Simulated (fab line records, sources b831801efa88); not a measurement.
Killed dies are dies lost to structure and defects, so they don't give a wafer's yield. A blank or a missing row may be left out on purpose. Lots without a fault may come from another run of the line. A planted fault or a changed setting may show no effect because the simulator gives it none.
Problem report in the 8D (eight disciplines) form, filled by code | flow sky130 | the parts of the form that need people (team, actions taken, sign-off) are left out

1. THE PROBLEM
oes_product_au at SKY_SONOS_ONO_ETCH_15 reads a mean of 0.768 a.u. on 4 wafers of 3 lots; wafers without a fault read 0.997 a.u. with a standard deviation of 0.01. That is -23 standard deviations from the usual mean.
The step: etches the open film in CHF3/O2, target depth 19.52 nm, time 7.8 s.
First seen on wafer L100.5, day 18 05:41, on rie_diel-01. The record holds 37 wafers of 13 lots with a number at this step. Rule for "out", or "out of limits": more than 4 standard deviations from the usual mean. The other wafers with a number count as sound.

2. WHAT IT IS AND WHAT IT IS NOT
question                    | is                                 | is not
which readings at this step | oes_product_au, throttle_valve_pct | drypump_motor_current_A
which lots                  | L100, L102, L104                   | L105, L985, L988, L990, L991, L992, L993, L994, L995, L996
which wafers of those lots  | L100.5, L102.2, L104.2, L104.5     | L100.1, L100.4, L102.1
read on which tools         | rie_diel-01                        | rie_diel-02, rie_diel-04
when                        | from day 18 05:41                  | up to then (29 sound wafers); but 4 sound wafers of L102, L105 came after

3. SUSPECTS, AND WHAT RULES EACH OUT
Counting: a tool at a process step up to the reading stays a suspect if it ran every lot that is out. Sound lots after the first of them don't rule it out here, since some wafers of a struck lot are sound.
- rtp_anneal-02 at SKY_NWELL_RTA_28 (time 30 s): kept. It ran every lot that is out, first L100 (day 9 12:06); its last sound lot up to then is L996 (day 8 09:41).
- rie_diel-01 at SKY_SONOS_ONO_ETCH_15 (etches the open film in CHF3/O2, target depth 19.52 nm, time 7.8 s): kept. It ran every lot that is out, first L100 (day 18 05:41); its last sound lot up to then is L996 (day 16 21:58). Its own readings are out on those wafers: oes_product_au, throttle_valve_pct.
Left after counting: rtp_anneal-02 at SKY_NWELL_RTA_28, rie_diel-01 at SKY_SONOS_ONO_ETCH_15.

4. THE CAUSE (what the simulator had put in)
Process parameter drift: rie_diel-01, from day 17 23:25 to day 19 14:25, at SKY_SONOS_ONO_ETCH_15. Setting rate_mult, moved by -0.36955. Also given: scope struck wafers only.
Counting left 2 suspects, and this tool is among them.

5. THE CHAIN OF EFFECTS, in route order
Each row: a reading whose mean over the struck wafers that have a number lies more than 3 standard deviations from the usual. Only readings for which the record gives a usual standard deviation are gone through. hours: the time from each lot's start at the first step in this table that gives one to its start at this step, as a median over the lots. sigmas: the change in usual standard deviations.
hours | step                  | reading            | usual      | on struck wafers | change | sigmas
0     | SKY_SONOS_ONO_ETCH_15 | oes_product_au     | 0.997 a.u. | 0.768            | -0.229 | -23
0     | SKY_SONOS_ONO_ETCH_15 | throttle_valve_pct | 8.824 %    | 8.775            | -0.049 | -5.7
The process steps in it:
- SKY_SONOS_ONO_ETCH_15: etches the open film in CHF3/O2, target depth 19.52 nm, time 7.8 s.
Later measuring or inspecting steps at which every struck wafer that the step has a row for has a number for every such reading, and none has moved that far: SKY_POLY_GATE_THK_MEAS_21.

6. WHAT WOULD HAVE CAUGHT IT SOONER
In this record the first reading out of limits was taken at day 18 05:41, 6 hours after the fault began at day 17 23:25.
